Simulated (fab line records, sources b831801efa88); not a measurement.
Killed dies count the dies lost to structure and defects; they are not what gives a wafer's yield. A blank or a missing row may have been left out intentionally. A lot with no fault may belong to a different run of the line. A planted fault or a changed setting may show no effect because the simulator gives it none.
Comparing a struck lot with a sound one	flow gf180mcu	15 steps out of a route of 602
Sound: the wafers L850.2, L850.3, L850.5. Wafers L864.1, L864.3, L864.4 were the ones struck. The cause is given at the end.
For every step that has rows: the tool of each side, followed by ch and its chambers, followed by its first start. Under that, the readings that differ: sound wafers	struck wafers	difference of the means	sigmas: that difference in standard deviations of wafers without a fault.
alike: a reading whose means differ by less than 2 such deviations, as well as words and numbers matching on both sides. not compared: withheld readings; readings where some wafer has no value; bounds like >300 that might hide an equal value; numbers whose values overlap and for which the record gives no deviation.
The two part at a step that has a row with sigmas, a row that says differs or no value, or rows on one side only. Numbers that have no deviation but don't overlap get no sigmas and don't part them. Lack of a reading on every wafer of one side parts them only where that side has two or more wafers.

first, 1 step without rows for these wafers: GF_MVSD_IMPLANT_09.
GF_MVSD_STRIP_10: strips in O2/N2.
  sound on plasma-asher-02 ch 0,1, day 5 18:55; struck on plasma-asher-04 ch 0,1, day 8 19:24
  alike: drypump-motor-current-A, heater-power-w, oes-product-au, strip-time-to-endpoint-s
  not compared: rf-hours-counter-h
GF_MVSD_TW_MEAS_11:
  struck on film-metro-04, day 8 19:30; sound on film-metro-04, day 5 19:02
  alike: MVSD_TW
then, 7 steps without rows for these wafers: GF_MVPSD_DEHYDRATE_00 (time 60 s); GF_MVPSD_HMDS_01 (prime time 60 s); GF_MVPSD_COAT_02 (resist thk 3000 nm); GF_MVPSD_SOFTBAKE_03; GF_MVPSD_EXPOSE_04 (exposes mask MVPSD, target cd 1000 nm); GF_MVPSD_PEB_05; GF_MVPSD_DEVELOP_06 (develop time 60 s).
GF_MVPSD_OVL_MEAS_07:
  struck on overlay-02, day 9 11:52; sound on overlay-02, day 6 09:10
  alike: MVPSD_OVL
then, 1 step without rows for these wafers: GF_MVPSD_IMPLANT_08.
GF_MVPSD_IMPLANT_09:
  sound on implanter-02 ch 0, day 6 09:23; struck on implanter-02 ch 0, day 9 12:03
reading	sound	struck	difference	sigmas
dose-ions-cm2	5.012e+12 5.008e+12 5.009e+12	4.798e+12 4.79e+12 4.789e+12	-2.173e+11	-40
  alike: beam-energy-keV
GF_MVPSD_STRIP_10: strips in O2/N2.
  sound on plasma-asher-01 ch 0,1, day 6 09:30; struck on plasma-asher-01 ch 0,1, day 9 12:12
  alike: drypump-motor-current-A, heater-power-w, oes-product-au, strip-time-to-endpoint-s
  not compared: rf-hours-counter-h
GF_PASSIVATION_PROBE_99:
  the record holds rows for the sound wafers here (prober-02, day 30 10:42) but none for the struck ones

== WHERE THEY PART ==
Earliest at GF_MVPSD_IMPLANT_09; latest, in this record, at GF_PASSIVATION_PROBE_99.

WHY: whatever the simulator had introduced
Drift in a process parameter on implanter-02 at GF_MVPSD_IMPLANT_09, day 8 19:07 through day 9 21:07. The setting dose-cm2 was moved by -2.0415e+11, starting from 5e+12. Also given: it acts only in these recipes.
